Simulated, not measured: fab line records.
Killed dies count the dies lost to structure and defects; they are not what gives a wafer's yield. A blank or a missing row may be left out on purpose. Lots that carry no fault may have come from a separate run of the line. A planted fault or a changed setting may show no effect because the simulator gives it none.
The tool behind it: which one? / flow gf180mcu / Sampling: 6 lots, 18 wafers, 4 of 602 route steps

## WHAT EACH GAUGE READ, for each wafer
GF_M3_CD_MEAS_14 targets a cd of 280 nm.
lot=L449; measured=day 22 00:11; on=cd sem-02; cd nm (nm)=279.4 278.9 278.7
lot=L452; measured=day 23 04:11; on=cd sem-02; cd nm (nm)=279.1 279.8 279.1
lot=L456; measured=day 24 17:31; on=cd sem-01; cd nm (nm)=278.5 278.6 277.6
lot=L461; measured=day 26 02:17; on=cd sem-02; cd nm (nm)=278.0 279.2 279.4
lot=L463; measured=day 26 22:23; on=cd sem-02; cd nm (nm)=266.8 279.6 279.0
lot=L467; measured=day 28 05:40; on=cd sem-02; cd nm (nm)=279.4 279.7 280.4

## EACH LOT AND THE TOOL THAT RAN IT (in order: tool; ch and the chambers of the sampled wafers; start)
lot=L449; GF_V2_SPUTTER_22=pvd sputter-04, day 20 23:26; GF_M3_SPUTTER_03=pvd sputter-01, day 21 00:13; GF_M3_EXPOSE_11=krf scanner-02 ch 0, day 21 12:42
lot=L452; GF_V2_SPUTTER_22=pvd sputter-01, day 22 04:08; GF_M3_SPUTTER_03=pvd sputter-02, day 22 04:55; GF_M3_EXPOSE_11=krf scanner-02 ch 0, day 22 17:08
lot=L456; GF_V2_SPUTTER_22=pvd sputter-01, day 23 18:44; GF_M3_SPUTTER_03=pvd sputter-04, day 23 19:31; GF_M3_EXPOSE_11=krf scanner-02 ch 0, day 24 06:17
lot=L461; GF_V2_SPUTTER_22=pvd sputter-04, day 25 04:22; GF_M3_SPUTTER_03=pvd sputter-01, day 25 05:10; GF_M3_EXPOSE_11=krf scanner-01 ch 0, day 25 16:24
lot=L463; GF_V2_SPUTTER_22=pvd sputter-01, day 25 23:40; GF_M3_SPUTTER_03=pvd sputter-04, day 26 01:31; GF_M3_EXPOSE_11=krf scanner-02 ch 0, day 26 12:26
lot=L467; GF_V2_SPUTTER_22=pvd sputter-01, day 27 08:58; GF_M3_SPUTTER_03=pvd sputter-04, day 27 09:46; GF_M3_EXPOSE_11=krf scanner-01 ch 0, day 27 19:49
- GF_V2_SPUTTER_22: material TiN, target thk 10 nm, time 40 s.
- GF_M3_SPUTTER_03: material Ti, target thk 10 nm, time 6.7 s.
- GF_M3_EXPOSE_11: exposes mask Metal3, target cd 280 nm.

## THE ANSWER, worked out from the rows above alone
Rule: the usual values come from the lots themselves. The widest of any qualifying gaps counts: lots, ordered by their means at a reading, are off when they make up no more than a third of the lots, leave a main group of 4 or more, and stand apart from it by 3 or more times the standard deviation of that group's means. The tables above print the reading to a certain number of digits; a main group whose means all agree to those digits is not used. Also off: a lot with no number at a reading for which 4 or more lots have one. The other lots that the step has rows for count as sound.
Off, at GF_M3_CD_MEAS_14 on cd nm: L463. Mean 279.1 nm and standard deviation 0.53 in the main group.
If a tool, at a process step before that reading, ran all the lots that are off and no sound lot after the first of them, it fits. Gauges at GF_M3_CD_MEAS_14: tried the same way as those tools. One fits: GF_M3_EXPOSE_11 on krf scanner-02. A fault onset in the window from L456 (day 24 06:17, its last sound lot) to L463 (day 26 12:26, its first lot off) fits.

## WHAT WAS PUT IN BY THE SIMULATOR
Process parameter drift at GF_M3_EXPOSE_11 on krf scanner-02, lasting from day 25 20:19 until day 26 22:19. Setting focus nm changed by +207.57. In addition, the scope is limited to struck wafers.
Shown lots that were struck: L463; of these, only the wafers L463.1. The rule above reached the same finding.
